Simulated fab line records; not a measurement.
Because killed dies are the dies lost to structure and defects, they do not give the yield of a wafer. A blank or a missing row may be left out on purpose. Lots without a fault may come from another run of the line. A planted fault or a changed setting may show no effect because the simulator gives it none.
2 desks, one fault    flow gf180mcu    what lay behind the numbers comes last; until then each desk has only its own

## TOOL OWNER'S DESK, litho_track-02
At GF_POLY_GATE_SOFTBAKE_06 (time 60 s), the tool's own readings, given per lot that ran on this tool as the mean of the sampled wafers with a number. A lot is out of limits, marked OUT, if its mean lies more than 4 standard deviations from the usual mean; the brackets give that distance.
Columns: A = heater_power_total_W at GF_POLY_GATE_SOFTBAKE_06, usual 93.05 W; B = plate_temp_C at GF_POLY_GATE_SOFTBAKE_06, usual 130.00 C
lot   first seen here  A                B
L633  day 8 22:00      93.02            130.21
L636  day 9 18:00      93.06            130.11
L637  day 9 23:00      93.10            129.94
L643  day 11 14:00     95.45 (+45) OUT  132.69 (+21) OUT
L645  day 12 02:00     95.50 (+46) OUT  132.59 (+20) OUT
L656  day 15 23:00     93.10            130.06
This desk finds L643, L645 out of limits, L643 being first, at day 11 14:00 (heater_power_total_W at GF_POLY_GATE_SOFTBAKE_06). L633, L636, L637, L656 stayed within limits.

## METROLOGY DESK
What the gauges read, lot by lot, whatever tool the lot ran on: means of the sampled wafers that have a number. A lot is out of limits, marked OUT, if its mean lies more than 4 standard deviations from the usual mean; the brackets give that distance.
Columns: A = VT_IMPLANT_02_OVL at GF_VT_IMPLANT_OVL_MEAS_29, usual 0.3 nm; B = MVSD_RS at GF_VT_IMPLANT_RS_MEAS_46, usual 455.7 ohm/sq; C = cd_nm at GF_POLY_GATE_CD_MEAS_10, usual 279.7 nm; D = cd_nm at GF_HV_LDD_CD_MEAS_07, usual 399.7 nm
lot   first seen here  A     B      C                 D
L633  day 6 19:56      -0.9  457.0  280.5             399.8
L634  day 7 00:14      0.7   457.0  279.9             401.6
L635  day 7 09:26      -1.4  457.7  278.8             401.3
L636  day 7 15:35      0.1   455.4  278.3             401.3
L637  day 7 21:59      1.7   456.0  280.3             405.7
L643  day 9 12:08      -0.9  456.1  271.6 (-6.3) OUT  398.3
L645  day 9 22:51      0.7   454.9  273.9 (-4.5) OUT  399.9
L648  day 11 00:41     0.8   456.9  279.2             397.9
L649  day 11 05:53     0.2   455.2  281.3             397.2
L651  day 11 18:44     0.5   456.1  280.4             400.3
L653  day 12 05:20     0.4   455.6  279.5             398.0
L655  day 13 07:41     0.6   455.2  279.7             398.0
L656  day 13 09:44     1.5   456.7  278.2             398.2
This desk finds L643, L645 out of limits, L643 being first, at day 12 00:35 (cd_nm at GF_POLY_GATE_CD_MEAS_10). L633, L634, L635, L636, L637, L648, L649, L651, L653, L655, L656 stayed within limits.

## ALL TOGETHER
An alarm could have come from the tool owner's desk at day 11 14:00, on L643, L645.
The metrology desk could have raised an alarm at day 12 00:35, on L643, L645.
The lots listed all ran GF_POLY_GATE_SOFTBAKE_06 on litho_track-02.

## WHAT THE SIMULATOR HAD PUT IN
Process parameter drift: litho_track-02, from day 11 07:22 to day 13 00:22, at GF_POLY_GATE_SOFTBAKE_06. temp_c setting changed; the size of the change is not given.
Lots struck among those shown: L643, L645.
Time in hours from fault onset to the first out-of-limits reading at each desk: tool owner's desk 7, metrology desk 17.
